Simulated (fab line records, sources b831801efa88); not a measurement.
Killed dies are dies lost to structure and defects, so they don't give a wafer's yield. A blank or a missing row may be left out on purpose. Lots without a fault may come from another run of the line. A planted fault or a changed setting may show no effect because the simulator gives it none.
fab line records | flow sky130
record lots=5 wafers=15 last_day=52
route steps=708 shown FIELD_ISO@9 NWELL@32 DNWELL@35 PWDE@45
lots that met no fault: from a run of the same line without faults
start_h: hours from the record's first day to the start of the lot's first wafer shown | wait_h: hours since the lot's step before | " the same as in the row above | L1.1+2: a row that stands for several wafers | - no value, or no start given | * or withheld: withheld | < > ~ a bound
route shown NAME@n: a module of which the file shows steps, and the number in the route of the first | usual: mean/standard deviation of fault-free wafers | same: alike in all rows | chamber/n: place in a boat | sites: the reading at each site | _std_site: their standard deviation | _edge_site: outer sites' mean less inner sites' | radius_mm: how far each site lies from the wafer's centre | mask NAME#n: copy n | behind: the tool/chamber that last shaped the wafer | hold: why the lot was held/for how many hours/how that ended | device: the transistor (n, p or np) that didn't switch | end of line: the same wafers' tests at the end of the route | a step without rows: its recipe alone | killed: dies lost to structure and defects at the first sort, not the wafer's yield | map: a wafer's dies, x killed, . not, _ none there
set.NAME: the setting as run; set.NAME@STEP: as run at that earlier step | model.NAME: the simulator's own value behind a step, which no gauge read
lots at some steps of the route; a table a step, a row a wafer
services: from which hour (start_h, from the record's first day; less than 0 if before it) a tool's chamber was out of use, for how many hours, and why
## steps
# step SKY_FIELD_ISO_COAT_08
# recipe resist=KrF-thick spin_rpm=3000 resist_thk_nm=450
# columns lot.wafer tool chamber start_h wait_h
L074.4+5+6 litho_track-02 0 - -
L082.1+5+6 litho_track-01 0 - -
L083.1+3+6 litho_track-04 0 - -
L086.1+3+6 litho_track-01 0 - -
L096.1+3+5 litho_track-02 0 - -
# step SKY_FIELD_ISO_SOFTBAKE_09
# recipe temp_c=100 time_s=90 resist=KrF-thick
# same time_s=90
# columns lot.wafer tool chamber start_h wait_h
L074.4+5+6 litho_track-02 0 - -
L082.1+5+6 litho_track-01 0 - -
L083.1+3+6 litho_track-04 0 - -
L086.1+3+6 litho_track-01 0 - -
L096.1+3+5 litho_track-02 0 - -
# step SKY_FIELD_ISO_EXPOSE_10
# recipe mask_id=FOM na=0.68 source_shape=annular sigma_inner=0.4 sigma_outer=0.8 target_cd_nm=150 dose_mj=28
# usual focus_offset_nm=-0.1/0.5
# columns lot.wafer tool chamber start_h wait_h mask focus_offset_nm
L074.4 krf_scanner-01 0 - - FOM#0 -0.2
L074.5 " 0 " " FOM#0 -1.1
L074.6 " 0 " " FOM#0 0.4
L082.1 krf_scanner-02 0 - - FOM#0 0.0
L082.5 " 0 " " FOM#0 0.6
L082.6 " 0 " " FOM#0 0.2
L083.1 krf_scanner-01 0 - - FOM#0 -0.4
L083.3 " 0 " " FOM#0 0.2
L083.6 " 0 " " FOM#0 0.0
L086.1 krf_scanner-02 0 - - FOM#0 0.3
L086.3 " 0 " " FOM#0 -0.6
L086.6 " 0 " " FOM#0 -0.2
L096.1 krf_scanner-02 0 - - FOM#0 -0.2
L096.3 " 0 " " FOM#0 -0.5
L096.5 " 0 " " FOM#0 0.4
# step SKY_FIELD_ISO_PEB_11
# recipe peb_temp_c=withheld peb_time_s=withheld resist=KrF-thick
# columns lot.wafer tool chamber start_h wait_h
L074.4+5+6 litho_track-02 0 - -
L082.1+5+6 litho_track-04 0 - -
L083.1+3+6 litho_track-04 0 - -
L086.1+3+6 litho_track-02 0 - -
L096.1+3+5 litho_track-01 0 - -
# step SKY_FIELD_ISO_DEVELOP_12
# recipe develop_time_s=60 resist=KrF-thick dev_temp_c=21
# usual developer_temp_C=21.03/0.1
# same develop_time_s=60
# columns lot.wafer tool chamber start_h wait_h developer_temp_C
L074.4 litho_track-02 0 - - 20.95
L074.5 " 0 " " 21.14
L074.6 " 0 " " 20.95
L082.1 litho_track-04 0 - - 21.11
L082.5 " 0 " " 21.01
L082.6 " 0 " " 21.08
L083.1 litho_track-04 0 - - 20.96
L083.3 " 0 " " 21.05
L083.6 " 0 " " 21.04
L086.1 litho_track-02 0 - - 20.99
L086.3 " 0 " " 21.02
L086.6 " 0 " " 21.01
L096.1 litho_track-01 0 - - 21.14
L096.3 " 0 " " 21.21
L096.5 " 0 " " 21.07
# step SKY_FIELD_ISO_CD_MEAS_13
# recipe target_cd_nm=150
# usual cd_nm=149.7/1.7
# columns lot.wafer tool chamber start_h wait_h cd_nm
L074.4 cd_sem-02 - 28.65 - 151.6
L074.5 " - " " 149.9
L074.6 " - " " 150.0
L082.1 cd_sem-02 - 68.96 - 150.8
L082.5 " - " " 151.6
L082.6 " - " " 150.9
L083.1 cd_sem-01 - 74.56 - 150.7
L083.3 " - " " 149.3
L083.6 " - " " 149.9
L086.1 cd_sem-01 - 92.04 - 149.4
L086.3 " - " " 149.0
L086.6 " - " " 149.3
L096.1 cd_sem-01 - 207.06 - 153.4
L096.3 " - " " 152.1
L096.5 " - " " 153.1
# step SKY_FIELD_ISO_ETCH_14
# recipe chemistry=N2/H2 target=BARC ion_energy_ev=200 source_w=500 bias_w=100 pressure_mtorr=30 n2_flow_sccm=100 h2_flow_sccm=200 stop_on=SiO2 time_s=45.9 target_depth_a=600
# usual drypump_motor_current_A=5.8/0.7 oes_product_au=0.855/0.0048 throttle_valve_pct=13.225/0.0093
# same time_s=45.9
# columns lot.wafer tool chamber start_h wait_h drypump_motor_current_A oes_product_au rf_hours_counter_h throttle_valve_pct
L074.4 rie_diel-04 0 28.71 0.0 6.4 0.852 90 13.234
L074.5 " 0 " " 6.4 0.857 - 13.239
L074.6 " 1 " " 6.4 0.850 - 13.219
L082.1 rie_diel-03 0 69.08 0.1 4.8 0.844 10 13.220
L082.5 " 2 " " 4.8 0.861 - 13.248
L082.6 " 1 " " 5.4 0.857 - 13.231
L083.1 rie_diel-04 3 74.68 0.1 5.8 0.851 1 13.235
L083.3 " 1 " " 6.4 0.856 5 13.236
L083.6 " 3 " " 5.8 0.864 - 13.204
L086.1 rie_diel-03 0 92.16 0.1 4.8 0.855 10 13.228
L086.3 " 1 " " 5.4 0.852 100 13.237
L086.6 " 3 " " 6.0 0.851 - 13.221
L096.1 rie_diel-04 1 207.18 0.1 6.4 0.857 8 13.218
L096.3 " 3 " " 5.8 0.854 3 13.225
L096.5 " 0 " " 6.4 0.868 - 13.219
# step SKY_FIELD_ISO_ETCH_15
# recipe chemistry=CHF3/O2 target_depth_nm=180 stop_on=Si source_w=600 bias_w=200 pressure_mtorr=40 chf3_flow_sccm=50 O2_flow_sccm=5 time_s=72
# usual drypump_motor_current_A=5.8/0.7 oes_product_au=0.944/0.0068 throttle_valve_pct=8.844/0.01
# same time_s=72
# columns lot.wafer tool chamber start_h wait_h drypump_motor_current_A oes_product_au rf_hours_counter_h throttle_valve_pct
L074.4 rie_diel-04 0 28.75 0.0 6.4 0.954 90 8.853
L074.5 " 0 " " 6.4 0.951 - 8.861
L074.6 " 1 " " 6.4 0.940 - 8.837
L082.1 rie_diel-03 0 69.12 0.0 4.8 0.948 10 8.841
L082.5 " 2 " " 4.8 0.952 - 8.845
L082.6 " 1 " " 5.4 0.938 - 8.826
L083.1 rie_diel-04 3 74.72 0.0 5.8 0.960 1 8.843
L083.3 " 1 " " 6.3 0.955 5 8.857
L083.6 " 3 " " 5.8 0.948 - 8.842
L086.1 rie_diel-03 0 92.20 0.0 4.8 0.952 10 8.858
L086.3 " 1 " " 5.4 0.953 100 8.861
L086.6 " 3 " " 6.0 0.951 - 8.842
L096.1 rie_diel-04 1 207.23 0.0 6.4 0.943 8 8.843
L096.3 " 3 " " 5.8 0.954 3 8.833
L096.5 " 0 " " 6.4 0.941 - 8.837
# step SKY_FIELD_ISO_STRIP_16
# recipe chemistry=O2/N2 power_w=1400 pressure_mtorr=1500 platen_temp_c=withheld o2_flow_sccm=3000 n2_flow_sccm=300 overash_fraction=0.5
# usual drypump_motor_current_A=5.92/0.17 oes_product_au=0.378/0.0049 strip_time_to_endpoint_s=3.55/0.04
# columns lot.wafer tool chamber start_h wait_h drypump_motor_current_A oes_product_au rf_hours_counter_h strip_time_to_endpoint_s
L074.4 plasma_asher-03 1 28.84 0.1 6.15 0.377 - 3.55
L074.5 " 0 " " 5.84 0.379 - 3.52
L074.6 " 1 " " 6.17 0.373 - 3.47
L082.1 plasma_asher-02 0 69.18 0.0 5.96 0.374 38 3.59
L082.5 " 0 " " 5.96 0.380 - 3.54
L082.6 " 1 " " 5.97 0.383 - 3.63
L083.1 plasma_asher-03 0 74.78 0.0 5.83 0.384 25 3.53
L083.3 " 0 " " 5.83 0.381 - 3.48
L083.6 " 1 " " 6.16 0.379 - 3.54
L086.1 plasma_asher-02 1 92.26 0.0 5.99 0.376 40 3.59
L086.3 " 1 " " 5.97 0.385 - 3.67
L086.6 " 1 " " 5.96 0.382 - 3.56
L096.1 plasma_asher-04 1 207.28 0.0 5.91 0.370 53 3.48
L096.3 " 1 " " 5.89 0.372 - 3.52
L096.5 " 1 " " 5.95 0.382 - 3.56
# step SKY_FIELD_ISO_ETCH_17
# recipe target_depth_a=3420 mask_material=Si3N4 chemistry=HBr/Cl2/O2 target=Si taper_deg=5 icp_w=600 bias_w=150 pressure_mtorr=15 HBr_flow_sccm=150 Cl2_flow_sccm=40 O2_flow_sccm=6 time_s=97.7
# usual HBr_flow_sccm=150.0/0.41 drypump_motor_current_A=5.6/0.33 oes_product_au=1.000/0.0094 throttle_valve_pct=25.657/0.011
# same time_s=97.7
# columns lot.wafer tool chamber start_h wait_h HBr_flow_sccm drypump_motor_current_A oes_product_au rf_hours_counter_h throttle_valve_pct
L074.4 rie_si-01 2 28.91 0.0 149.9 5.9 1.007 89 25.639
L074.5 " 3 " " 150.1 4.8 0.984 - 25.677
L074.6 " 0 " " 149.7 6.0 1.000 - 25.641
L082.1 rie_si-02 2 69.28 0.1 150.1 5.5 0.985 90 25.666
L082.5 " 2 " " 150.1 5.5 0.992 - 25.659
L082.6 " 3 " " 149.9 5.6 1.001 - 25.645
L083.1 rie_si-01 3 74.88 0.1 149.8 4.8 0.991 68 25.662
L083.3 " 2 " " 150.0 5.9 1.005 90 25.646
L083.6 " 0 " " 150.4 6.0 0.997 - 25.639
L086.1 rie_si-01 3 92.36 0.1 150.5 4.9 0.977 68 25.668
L086.3 " 0 " " 150.1 5.9 0.992 3 25.656
L086.6 " 3 " " 150.1 4.9 0.969 - 25.672
L096.1 rie_si-02 1 207.38 0.1 150.3 5.7 1.000 3 25.652
L096.3 " 2 " " 149.6 5.5 0.997 90 25.659
L096.5 " 0 " " 149.7 5.7 1.007 - 25.652
# step SKY_FIELD_ISO_WET_ETCH_18
# recipe chemistry=H3PO4 target_depth_nm=25 temp_c=160 target=Si3N4 time_s=286
# same time_s=286
# columns lot.wafer tool chamber start_h wait_h
L074.4+5+6 wet_bench-03 3 28.98 0.0
L082.1+5+6 wet_bench-04 1 69.35 0.0
L083.1+3+6 wet_bench-03 1 74.95 0.0
L086.1+3+6 wet_bench-04 0 92.43 0.0
L096.1+3+5 wet_bench-04 3 207.45 0.0
# step SKY_FIELD_ISO_CLEAN_19
# recipe chemistry=SC1/SC2 mix=1:4:20 temp_c=70 time_s=150
# same time_s=150
# columns lot.wafer tool chamber start_h wait_h
L074.4+5+6 wet_bench-02 3 29.06 0.0
L082.1+5+6 wet_bench-03 1 69.44 0.0
L083.1+3+6 wet_bench-02 0 75.04 0.0
L086.1+3+6 wet_bench-03 0 92.52 0.0
L096.1+3+5 wet_bench-02 2 207.54 0.0
# step SKY_FIELD_ISO_CLEAN_20
# recipe chemistry=dHF time_s=20 dilution=100:1
# same time_s=20
# columns lot.wafer tool chamber start_h wait_h
L074.4+5+6 wet_bench-03 1 29.11 0.0
L082.1+5+6 wet_bench-02 2 69.49 0.0
L083.1+3+6 wet_bench-04 0 75.09 0.0
L086.1+3+6 wet_bench-02 0 92.57 0.0
L096.1+3+5 wet_bench-03 2 207.60 0.0
# step SKY_FIELD_ISO_WET_ETCH_21
# recipe chemistry=dHF dilution=100:1 target_depth_nm=20 dry=ipa_marangoni target=SiO2 temp_c=25 time_s=400
# same time_s=400
# columns lot.wafer tool chamber start_h wait_h
L074.4+5+6 wet_bench-02 2 29.13 0.0
L082.1+5+6 wet_bench-04 3 69.50 0.0
L083.1+3+6 wet_bench-03 1 75.11 0.0
L086.1+3+6 wet_bench-04 2 92.59 0.0
L096.1+3+5 wet_bench-04 2 207.61 0.0
# step SKY_FIELD_ISO_OXIDATION_22
# recipe temp_c=950 ambient=O2 stabilise_s=600 purge_s=300 target_thk_a=100 ox_time_s=623
# usual spike_tc_upper_C=950.2/1.6 zone_power_centre_pct=22.1/0.76
# columns lot.wafer tool chamber start_h wait_h spike_tc_upper_C zone_power_centre_pct
L074.4 furnace-02 0 29.25 0.0 951.0 21.7
L074.5 " 0 " " 951.3 21.6
L074.6 " 0 " " 951.6 21.2
L082.1 furnace-02 0 70.95 1.3 951.3 21.4
L082.5 " 0 " " 952.0 21.5
L082.6 " 0 " " 951.8 21.1
L083.1 furnace-02 0 76.67 1.4 950.6 20.9
L083.3 " 0 " " 950.6 21.1
L083.6 " 0 " " 950.0 21.4
L086.1 furnace-01 0 92.72 0.0 950.1 22.7
L086.3 " 0 " " 949.7 22.8
L086.6 " 0 " " 950.6 22.8
L096.1 furnace-01 0 209.38 1.7 947.9 22.9
L096.3 " 0 " " 948.0 23.0
L096.5 " 0 " " 947.5 23.0
# step SKY_FIELD_ISO_THK_MEAS_23
# recipe reads=SiO2_of_FIELD_ISO_OXIDATION_22
# usual FIELD_ISO_OXIDATION_01_THK=10.08/0.19
# columns lot.wafer tool chamber start_h wait_h FIELD_ISO_OXIDATION_01_THK[nm]
L074.4 film_metro-03 - 30.45 0.0 10.24
L074.5 " - " " 10.36
L074.6 " - " " 10.26
L082.1 film_metro-03 - 72.13 0.0 10.10
L082.5 " - " " 9.89
L082.6 " - " " 10.18
L083.1 film_metro-04 - 77.84 0.0 10.01
L083.3 " - " " 10.20
L083.6 " - " " 10.00
L086.1 film_metro-04 - 93.89 0.0 10.12
L086.3 " - " " 10.15
L086.6 " - " " 10.07
L096.1 film_metro-01 - 210.68 0.1 10.18
L096.3 " - " " 10.08
L096.5 " - " " 10.12
# step SKY_FIELD_ISO_CVD_24
# recipe material=SiO2 target_thk_nm=595 temp_c=650 sigma_open_frac=0.3 time_s=99.2 sih4_flow_sccm=60 pressure_mtorr=6
# same time_s=99.2
# columns lot.wafer tool chamber start_h wait_h
L074.4+5+6 hdpcvd-02 1,0,2 30.52 0.1
L082.1+5+6 hdpcvd-01 0,1,0 72.19 0.1
L083.1+3+6 hdpcvd-01 2,0,0 77.90 0.1
L086.1+3+6 hdpcvd-01 2,0,0 93.95 0.1
L096.1+3+5 hdpcvd-02 2,1,0 211.14 0.5
# step SKY_FIELD_ISO_THK_MEAS_25
# recipe reads=SiO2_of_FIELD_ISO_CVD_24
# usual FIELD_ISO_CVD_24_THK=594/6.6
# columns lot.wafer tool chamber start_h wait_h FIELD_ISO_CVD_24_THK[nm]
L074.4 film_metro-04 - 30.58 0.0 585
L074.5 " - " " 576
L074.6 " - " " 586
L082.1 film_metro-04 - 72.26 0.0 595
L082.5 " - " " 588
L082.6 " - " " 593
L083.1 film_metro-04 - 77.98 0.0 590
L083.3 " - " " 595
L083.6 " - " " 601
L086.1 film_metro-03 - 94.02 0.0 586
L086.3 " - " " 592
L086.6 " - " " 589
L096.1 film_metro-03 - 211.22 0.0 595
L096.3 " - " " 597
L096.5 " - " " 604
# step SKY_FIELD_ISO_ANNEAL_26
# recipe temp_c=1000 time_s=1800 ambient=N2
# usual spike_tc_upper_C=1000.1/1.4 zone_power_centre_pct=24.9/0.88
# same time_s=1800
# columns lot.wafer tool chamber start_h wait_h spike_tc_upper_C zone_power_centre_pct
L074.4 furnace-01 0 31.49 0.9 999.6 25.6
L074.5 " 0 " " 999.9 25.0
L074.6 " 0 " " 998.1 25.4
L082.1 furnace-02 0 73.64 1.4 1002.4 23.7
L082.5 " 0 " " 1000.4 23.6
L082.6 " 0 " " 1001.8 24.1
L083.1 furnace-02 0 79.24 1.3 1000.8 23.8
L083.3 " 0 " " 1002.0 23.4
L083.6 " 0 " " 1002.9 23.4
L086.1 furnace-02 0 94.08 0.1 1000.8 23.7
L086.3 " 0 " " 999.9 24.2
L086.6 " 0 " " 1002.9 23.9
L096.1 furnace-01 0 217.25 6.0 998.8 25.9
L096.3 " 0 " " 999.3 25.3
L096.5 " 0 " " 999.5 25.9
# step SKY_FIELD_ISO_CMP_27
# recipe stop_on=Si3N4 t_overpolish_s=16 down_force_psi=4 platen_rpm=60 target_thk_nm=457.8 pad_velocity_m_s=0.94248
# usual motor_current_A=11.5/0.92 overpolish_run_s=15.999/0.009 time_to_endpoint_s=115/5.2
# columns lot.wafer tool chamber start_h wait_h motor_current_A overpolish_run_s time_to_endpoint_s
L074.4 cmp-01 3 33.04 0.1 12.0 15.996 105
L074.5 " 2 " " 11.4 16.001 110
L074.6 " 3 " " 12.1 15.998 111
L082.1 cmp-01 0 75.36 0.2 10.3 15.993 114
L082.6 " 0 " " 10.5 16.004 115
L082.5 " 1 " " 11.6 16.005 105
L083.3 cmp-01 2 80.74 0.0 11.2 16.006 116
L083.1 " 0 " " 10.0 15.980 113
L083.6 " 2 " " 11.1 16.009 114
L086.3 cmp-01 3 95.58 0.0 12.0 15.996 111
L086.1 " 0 " " 10.0 16.010 118
L086.6 " 0 " " 10.4 15.989 116
L096.1 cmp-01 0 220.30 1.6 10.6 16.001 122
L096.3 " 2 " " 11.2 16.011 120
L096.5 " 3 " " 12.6 15.999 116
# step SKY_FIELD_ISO_WET_ETCH_28
# recipe chemistry=dHF target_depth_nm=23.7 target=SiO2 dilution=10:1 temp_c=25 time_s=47
# same time_s=47
# columns lot.wafer tool chamber start_h wait_h
L074.4+5+6 wet_bench-02 1 33.29 0.2
L082.1+5+6 wet_bench-04 3 75.66 0.2
L083.1+3+6 wet_bench-03 1 81.04 0.1
L086.1+3+6 wet_bench-02 1 95.88 0.2
L096.1+3+5 wet_bench-04 0 220.55 0.2
# step SKY_FIELD_ISO_WET_ETCH_29
# recipe chemistry=H3PO4 target_depth_nm=160 target=Si3N4 temp_c=160 time_s=1825
# same time_s=1825
# columns lot.wafer tool chamber start_h wait_h
L074.4+5+6 wet_bench-04 2 33.32 0.0
L082.1+5+6 wet_bench-02 3 75.69 0.0
L083.1+3+6 wet_bench-02 1 81.06 0.0
L086.1+3+6 wet_bench-04 1 95.90 0.0
L096.1+3+5 wet_bench-04 1 220.57 0.0
# step SKY_FIELD_ISO_WET_ETCH_30
# recipe chemistry=dHF target_depth_nm=25 target=SiO2 dilution=10:1 temp_c=25 time_s=50
# same time_s=50
# columns lot.wafer tool chamber start_h wait_h
L074.4+5+6 wet_bench-03 1 33.88 0.0
L082.1+5+6 wet_bench-03 2 76.25 0.0
L083.1+3+6 wet_bench-04 1 81.57 0.0
L086.1+3+6 wet_bench-03 0 96.46 0.0
L096.1+3+5 wet_bench-03 1 221.08 0.0
# step SKY_NWELL_CLEAN_00
# recipe chemistry=SC1/SC2 mix=1:4:20 temp_c=70 time_s=150 dry=n2_spin
# same time_s=150
# columns lot.wafer tool chamber start_h wait_h
L074.4+5+6 wet_bench-04 2 33.90 0.0
L082.1+5+6 wet_bench-04 0 76.27 0.0
L083.1+3+6 wet_bench-02 0 81.60 0.0
L086.1+3+6 wet_bench-02 3 96.49 0.0
L096.1+3+5 wet_bench-04 3 221.11 0.0
# step SKY_NWELL_OXIDATION_01
# recipe temp_c=900 ambient=O2 stabilise_s=600 purge_s=300 target_thk_a=100 ox_time_s=1418
# usual spike_tc_upper_C=900.0/1.5 zone_power_centre_pct=19.7/0.65
# columns lot.wafer tool chamber start_h wait_h spike_tc_upper_C zone_power_centre_pct
L074.4 furnace-01 0 35.59 1.6 897.8 19.9
L074.5 " 0 " " 900.2 20.2
L074.6 " 0 " " 898.0 20.2
L082.1 furnace-02 0 77.84 1.5 901.5 18.8
L082.5 " 0 " " 903.0 18.6
L082.6 " 0 " " 901.0 19.1
L083.1 furnace-02 0 82.25 0.6 901.6 18.8
L083.3 " 0 " " 902.4 18.4
L083.6 " 0 " " 902.5 19.0
L086.1 furnace-02 0 96.54 0.0 899.9 18.6
L086.3 " 0 " " 901.4 18.8
L086.6 " 0 " " 902.2 19.0
L096.1 furnace-01 0 227.04 5.9 900.8 20.5
L096.3 " 0 " " 900.6 20.2
L096.5 " 0 " " 898.5 20.2
# step SKY_NWELL_THK_MEAS_02
# recipe reads=SiO2_of_NWELL_OXIDATION_01
# usual NWELL_OXIDATION_THK=9.97/0.18
# columns lot.wafer tool chamber start_h wait_h NWELL_OXIDATION_THK[nm]
L074.4 film_metro-02 - 37.01 0.0 9.83
L074.5 " - " " 10.06
L074.6 " - " " 10.14
L082.1 film_metro-02 - 79.24 0.0 10.02
L082.5 " - " " 9.85
L082.6 " - " " 10.19
L083.1 film_metro-02 - 83.64 0.0 10.32
L083.3 " - " " 10.21
L083.6 " - " " 10.23
L086.1 film_metro-02 - 97.93 0.0 9.65
L086.3 " - " " 9.74
L086.6 " - " " 9.77
L096.1 film_metro-01 - 228.49 0.1 9.75
L096.3 " - " " 9.86
L096.5 " - " " 9.63
# step SKY_DNWELL_DEHYDRATE_00
# recipe temp_c=200 time_s=60
# same time_s=60
# columns lot.wafer tool chamber start_h wait_h
L074.4+5+6 litho_track-03 0 43.91 6.9
L082.1+5+6 litho_track-01 0 86.66 7.4
L083.1+3+6 litho_track-01 0 91.41 7.8
L086.1+3+6 litho_track-04 0 105.61 7.7
L096.1+3+5 litho_track-01 0 235.86 7.4
# step SKY_DNWELL_HMDS_01
# recipe prime_time_s=60 prime_temp_c=120
# columns lot.wafer tool chamber start_h wait_h
L074.4+5+6 litho_track-03 0 44.06 0.1
L082.1+5+6 litho_track-01 0 86.81 0.1
L083.1+3+6 litho_track-01 0 91.56 0.1
L086.1+3+6 litho_track-04 0 105.76 0.1
L096.1+3+5 litho_track-01 0 236.01 0.1
# step SKY_DNWELL_COAT_02
# recipe spin_rpm=2000 resist_thk_nm=3000
# columns lot.wafer tool chamber start_h wait_h
L074.4+5+6 litho_track-03 0 44.21 0.1
L082.1+5+6 litho_track-01 0 86.96 0.1
L083.1+3+6 litho_track-01 0 91.71 0.1
L086.1+3+6 litho_track-04 0 105.91 0.1
L096.1+3+5 litho_track-01 0 236.16 0.1
# step SKY_DNWELL_SOFTBAKE_03
# recipe temp_c=110 time_s=withheld
# columns lot.wafer tool chamber start_h wait_h
L074.4+5+6 litho_track-03 0 44.39 0.1
L082.1+5+6 litho_track-01 0 87.11 0.1
L083.1+3+6 litho_track-01 0 91.86 0.1
L086.1+3+6 litho_track-04 0 106.06 0.1
L096.1+3+5 litho_track-01 0 236.31 0.1
# step SKY_DNWELL_EXPOSE_04
# recipe mask_id=DNM na=0.57 target_cd_nm=3000 dose_mj=222
# usual focus_offset_nm=0.0/0.48
# columns lot.wafer tool chamber start_h wait_h mask focus_offset_nm
L074.4 iline_stepper-02 0 - - DNM#0 -0.2
L074.5 " 0 " " DNM#0 0.0
L074.6 " 0 " " DNM#0 -0.3
L082.1 iline_stepper-01 0 - - DNM#0 0.3
L082.5 " 0 " " DNM#0 -0.1
L082.6 " 0 " " DNM#0 0.1
L083.1 iline_stepper-01 0 - - DNM#0 0.5
L083.3 " 0 " " DNM#0 -0.1
L083.6 " 0 " " DNM#0 -0.2
L086.1 iline_stepper-02 0 - - DNM#0 0.3
L086.3 " 0 " " DNM#0 0.0
L086.6 " 0 " " DNM#0 0.6
L096.1 iline_stepper-02 0 - - DNM#0 -0.2
L096.3 " 0 " " DNM#0 1.0
L096.5 " 0 " " DNM#0 0.5
# step SKY_DNWELL_PEB_05
# recipe temp_c=115 time_s=withheld
# columns lot.wafer tool chamber start_h wait_h
L074.4+5+6 litho_track-04 0 - -
L082.1+5+6 litho_track-03 0 - -
L083.1+3+6 litho_track-03 0 - -
L086.1+3+6 litho_track-01 0 - -
L096.1+3+5 litho_track-03 0 - -
# step SKY_DNWELL_DEVELOP_06
# recipe wall_angle_deg=90 developer=TMAH develop_time_s=60 dev_temp_c=23
# usual developer_temp_C=22.99/0.098
# same develop_time_s=60
# columns lot.wafer tool chamber start_h wait_h developer_temp_C
L074.4 litho_track-04 0 - - 22.98
L074.5 " 0 " " 22.87
L074.6 " 0 " " 22.97
L082.1 litho_track-03 0 - - 22.88
L082.5 " 0 " " 22.98
L082.6 " 0 " " 22.87
L083.1 litho_track-03 0 - - 23.11
L083.3 " 0 " " 23.05
L083.6 " 0 " " 23.13
L086.1 litho_track-01 0 - - 22.97
L086.3 " 0 " " 22.95
L086.6 " 0 " " 22.86
L096.1 litho_track-03 0 - - 22.90
L096.3 " 0 " " 22.94
L096.5 " 0 " " 22.99
# step SKY_DNWELL_IMPLANT_07
# recipe species=P energy_kev=withheld dose_cm2=withheld tilt_deg=withheld
# usual end_station_pressure_torr=5.01e-06/2.7e-07
# columns lot.wafer tool chamber start_h wait_h end_station_pressure_torr
L074.4 implanter-02 0 51.43 - 5.47e-06
L074.5 " 0 " " 5.18e-06
L074.6 " 0 " " 4.91e-06
L082.1 implanter-03 0 96.74 - 5.16e-06
L082.5 " 0 " " 5.3e-06
L082.6 " 0 " " 4.64e-06
L083.1 implanter-03 0 100.69 - 5.04e-06
L083.3 " 0 " " 5.26e-06
L083.6 " 0 " " 5.22e-06
L086.1 implanter-03 0 114.51 - 4.95e-06
L086.3 " 0 " " 5.18e-06
L086.6 " 0 " " 4.71e-06
L096.1 implanter-01 0 247.89 - 5.49e-06
L096.3 " 0 " " 4.99e-06
L096.5 " 0 " " 4.78e-06
# step SKY_DNWELL_STRIP_08
# recipe chemistry=O2/N2 power_w=1400 pressure_mtorr=1500 platen_temp_c=withheld o2_flow_sccm=3000 n2_flow_sccm=300 overash_fraction=0.5
# usual drypump_motor_current_A=5.85/0.27 oes_product_au=0.722/0.0044 strip_time_to_endpoint_s=36.90/0.12
# columns lot.wafer tool chamber start_h wait_h drypump_motor_current_A oes_product_au rf_hours_counter_h strip_time_to_endpoint_s
L074.4 plasma_asher-03 1 51.54 0.1 6.17 0.722 - 36.92
L074.5 " 1 " " 6.16 0.738 - 36.85
L074.6 " 0 " " 5.84 0.724 - 36.94
L082.1 plasma_asher-04 1 96.89 0.1 5.89 0.723 42 36.93
L082.5 " 1 " " 5.90 0.720 - 36.94
L082.6 " 0 " " 5.56 0.721 - 36.99
L083.1 plasma_asher-04 0 100.84 0.1 5.57 0.716 43 36.99
L083.3 " 0 " " 5.55 0.717 - 37.08
L083.6 " 1 " " 5.89 0.728 - 37.03
L086.1 plasma_asher-04 1 114.66 0.1 5.88 0.723 45 36.72
L086.3 " 1 " " 5.90 0.720 - 36.73
L086.6 " 0 " " 5.54 0.724 - 36.84
L096.1 plasma_asher-03 0 248.04 0.1 5.83 0.717 41 37.13
L096.3 " 0 " " 5.84 0.724 - 36.99
L096.5 " 1 " " 6.14 0.719 - 37.02
# step SKY_DNWELL_TW_MEAS_09
# usual DNWELL_TW=1110/11
# columns lot.wafer tool chamber start_h wait_h DNWELL_TW
L074.4 film_metro-02 - 51.64 0.1 1112
L074.5 " - " " 1112
L074.6 " - " " 1106
L082.1 film_metro-03 - 96.99 0.1 1122
L082.5 " - " " 1120
L082.6 " - " " 1119
L083.1 film_metro-01 - 100.94 0.1 1099
L083.3 " - " " 1098
L083.6 " - " " 1106
L086.1 film_metro-01 - 114.76 0.1 1105
L086.3 " - " " 1111
L086.6 " - " " 1113
L096.1 film_metro-03 - 248.14 0.1 1127
L096.3 " - " " 1127
L096.5 " - " " 1125
# step SKY_PWDE_DEHYDRATE_00
# recipe temp_c=200 time_s=60
# same time_s=60
# columns lot.wafer tool chamber start_h wait_h
L074.4+5+6 litho_track-03 0 59.56 7.9
L082.1+5+6 litho_track-04 0 104.96 8.0
L083.1+3+6 litho_track-03 0 109.09 8.1
L086.1+3+6 litho_track-03 0 121.79 7.0
L096.1+3+5 litho_track-03 0 257.84 9.7
# step SKY_PWDE_HMDS_01
# recipe prime_time_s=60 prime_temp_c=120
# columns lot.wafer tool chamber start_h wait_h
L074.4+5+6 litho_track-03 0 59.71 0.1
L082.1+5+6 litho_track-04 0 105.11 0.1
L083.1+3+6 litho_track-03 0 109.24 0.1
L086.1+3+6 litho_track-03 0 121.94 0.1
L096.1+3+5 litho_track-03 0 257.99 0.1
# step SKY_PWDE_COAT_02
# recipe spin_rpm=2000 resist_thk_nm=3000
# columns lot.wafer tool chamber start_h wait_h
L074.4+5+6 litho_track-03 0 59.86 0.1
L082.1+5+6 litho_track-04 0 105.26 0.1
L083.1+3+6 litho_track-03 0 109.39 0.1
L086.1+3+6 litho_track-03 0 122.09 0.1
L096.1+3+5 litho_track-03 0 258.14 0.1
# step SKY_PWDE_SOFTBAKE_03
# recipe temp_c=110 time_s=withheld
# columns lot.wafer tool chamber start_h wait_h
L074.4+5+6 litho_track-03 0 60.04 0.1
L082.1+5+6 litho_track-04 0 105.41 0.1
L083.1+3+6 litho_track-03 0 109.54 0.1
L086.1+3+6 litho_track-03 0 122.24 0.1
L096.1+3+5 litho_track-03 0 258.29 0.1
## services
# columns tool chamber start_h hours kind
furnace-01 - 4.41 2.3 pm
cmp-01 - 5.08 8.2 pm
rie_diel-03 1 11.94 14.5 repair
rie_diel-03 0 21.13 25.7 repair
furnace-02 - 22.88 3.4 pm
rie_diel-04 3 24.04 3.5 repair
plasma_asher-03 - 29.57 14.6 pm
rie_diel-04 3 31.21 10.6 repair
rie_diel-04 - 31.97 2.6 repair
plasma_asher-04 - 37.63 0.7 repair
cmp-01 - 53.90 3.4 repair
rie_diel-03 1 70.32 6.2 repair
rie_diel-03 - 78.03 0.2 repair
plasma_asher-03 - 90.53 4.4 repair
plasma_asher-03 - 95.49 8.4 repair
rie_diel-03 3 106.68 5.6 repair
rie_diel-04 3 171.70 22.0 repair
furnace-02 - 174.84 85.9 pm
rie_diel-04 1 179.71 4.7 repair
rie_diel-03 - 180.99 62.4 repair
rie_diel-03 1 202.57 14.9 repair
plasma_asher-04 - 228.94 2.8 pm
cmp-01 - 232.05 4.0 pm
rie_diel-03 3 255.92 24.4 repair
## key
fault none
